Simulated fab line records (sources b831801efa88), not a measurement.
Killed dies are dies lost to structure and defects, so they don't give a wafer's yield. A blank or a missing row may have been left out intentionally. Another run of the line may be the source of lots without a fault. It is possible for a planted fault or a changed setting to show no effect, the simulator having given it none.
One fault through the eyes of 2 desks :: flow gf180mcu :: every desk sees just its own numbers, and what lay behind them comes last

## DESK OF THE TOOL OWNER: plasma_asher-01
The tool's own readings at GF_M2_STRIP_17 (strips in O2/N2): means of the sampled wafers that have a number, for each lot that ran on this tool. A lot is out of limits, marked OUT, if its mean lies more than 4 standard deviations from the usual mean; the brackets give that distance.
Columns: A = drypump_motor_current_A at GF_M2_STRIP_17, usual 6.05 A; B = heater_power_w at GF_M2_STRIP_17, usual 359 W; C = oes_product_au at GF_M2_STRIP_17, usual 0.558 a.u.; D = strip_time_to_endpoint_s at GF_M2_STRIP_17, usual 7.87 s
lot: L839
first seen here: day 21 11:16
A: 5.87
B: 388
C: 0.558
D: 7.82

lot: L840
first seen here: day 22 02:29
A: 5.89
B: 385
C: 0.560
D: 7.94

lot: L841
first seen here: day 22 09:14
A: 5.98
B: 370
C: 0.559
D: 7.88
Result from this desk: across the 3 lots, nothing is out of limits.

## AT THE METROLOGY DESK
What the gauges read, lot by lot, whatever tool the lot ran on: means of the sampled wafers that have a number. A lot is out of limits, marked OUT, if its mean lies more than 4 standard deviations from the usual mean; the brackets give that distance.
Columns: A = M2_ALCU_RS at GF_M2_RS_MEAS_05, usual 0.0693 ohm/sq; B = M2_ALCU_THK at GF_M2_THK_MEAS_06, usual 448 nm; C = cd_nm at GF_M2_CD_MEAS_14, usual 279.8 nm; D = M2_OVL at GF_M2_OVL_MEAS_15, usual 1 nm
lot: L839
first seen here: day 20 11:57
A: 0.0690
B: 450
C: 281.4
D: -8

lot: L840
first seen here: day 21 02:36
A: 0.0688
B: 451
C: 277.8
D: 3

lot: L841
first seen here: day 21 09:35
A: 0.0698
B: 445
C: 279.9
D: 5

lot: L843
first seen here: day 22 08:13
A: 0.0697
B: 441
C: 281.3
D: 1

lot: L853
first seen here: day 25 05:31
A: 0.0685
B: 458
C: 279.2
D: 5

lot: L855
first seen here: day 26 09:33
A: 0.0697
B: 443
C: 278.9
D: 5
Result from this desk: across the 6 lots, nothing is out of limits.

## ALL TOGETHER
Nothing out of limits was seen by the tool owner's desk.
The metrology desk saw nothing out of limits.

## WHAT HAD BEEN PUT IN BY THE SIMULATOR
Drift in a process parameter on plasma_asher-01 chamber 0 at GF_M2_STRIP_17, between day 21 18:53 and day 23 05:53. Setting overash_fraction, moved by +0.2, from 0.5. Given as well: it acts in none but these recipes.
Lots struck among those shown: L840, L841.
